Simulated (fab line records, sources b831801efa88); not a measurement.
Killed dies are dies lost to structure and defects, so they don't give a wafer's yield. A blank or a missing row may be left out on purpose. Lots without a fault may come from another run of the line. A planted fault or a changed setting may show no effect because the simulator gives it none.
Problem report in the 8D (eight disciplines) form, filled by code | flow gf180mcu | the parts of the form that need people (team, actions taken, sign-off) are left out

1. THE PROBLEM
PSD_RS at GF_PSD_RS_MEAS_15 reads a mean of 110.65 ohm/sq on 6 wafers of 2 lots; wafers without a fault read 108.74 ohm/sq with a standard deviation of 0.3. That is +6.4 standard deviations from the usual mean.
The step: measures by four-point-probe.
First seen on wafer L300.1, day 15 19:43, on film_metro-02. The record holds 42 wafers of 14 lots with a number at this step. Rule for "out", or "out of limits": more than 4 standard deviations from the usual mean. The other wafers with a number count as sound.

2. WHAT IT IS AND WHAT IT IS NOT
question                    | is                           | is not
which readings at this step | PSD_RS                       | -
which lots                  | L300, L303                   | L295, L297, L299, L302, L305, L309, L310, L311, L312, L314, L315, L318
which wafers of those lots  | all that have a number       | -
read on which gauges        | film_metro-02, film_metro-03 | film_metro-04
when                        | from day 15 19:43            | up to then (9 sound wafers); but 27 sound wafers of L302, L305, L309, L310, L311, L312, L314, L315, L318 came after

3. SUSPECTS, AND WHAT RULES EACH OUT
Counting: a tool at a process step up to the reading stays a suspect if it ran every lot that is out and no sound lot after the first of them.
- the gauge at GF_PSD_RS_MEAS_15: ruled out. The wafers that are out were read on 2 gauges (film_metro-02, film_metro-03).
- implanter-01 at GF_PSD_IMPLANT_09: ruled out as a lasting fault. Sound lots L309, L310, L318 ran on it after its first lot that is out, L300 (day 15 19:10).
Left after counting: nothing in the record.

4. THE CAUSE (what the simulator had put in)
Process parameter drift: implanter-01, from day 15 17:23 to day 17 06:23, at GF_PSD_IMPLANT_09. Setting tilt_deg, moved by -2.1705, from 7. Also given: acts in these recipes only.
Counting ruled it out, wrongly: the rule takes a fault to strike every lot that its tool runs from its start on, and this one did not.

5. THE CHAIN OF EFFECTS, in route order
Each row: a reading whose mean over the struck wafers that have a number lies more than 3 standard deviations from the usual. Only readings for which the record gives a usual standard deviation are gone through. hours: the time from each lot's start at the first step in this table that gives one to its start at this step, as a median over the lots. sigmas: the change in usual standard deviations.
hours | step              | reading  | usual         | on struck wafers | change | sigmas
0     | GF_PSD_IMPLANT_09 | tilt_deg | 7.000 degrees | 4.832            | -2.168 | -99 or more
1     | GF_PSD_RS_MEAS_15 | PSD_RS   | 108.74 ohm/sq | 110.65           | +1.91  | +6.4
The process steps in it:
- GF_PSD_IMPLANT_09
Later measuring or inspecting steps at which every struck wafer that the step has a row for has a number for every such reading, and none has moved that far: GF_SAB_OVL_MEAS_10, GF_SALICIDE_RS_MEAS_04.

6. WHAT WOULD HAVE CAUGHT IT SOONER
In this record the first reading out of limits at a measuring or inspecting step was taken at day 15 19:43, 2 hours after the fault began at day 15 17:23.
The tool's own readings at GF_PSD_IMPLANT_09 were out on every struck wafer that the step has a row for (tilt_deg): an alarm limit on them would have fired on the first of those.
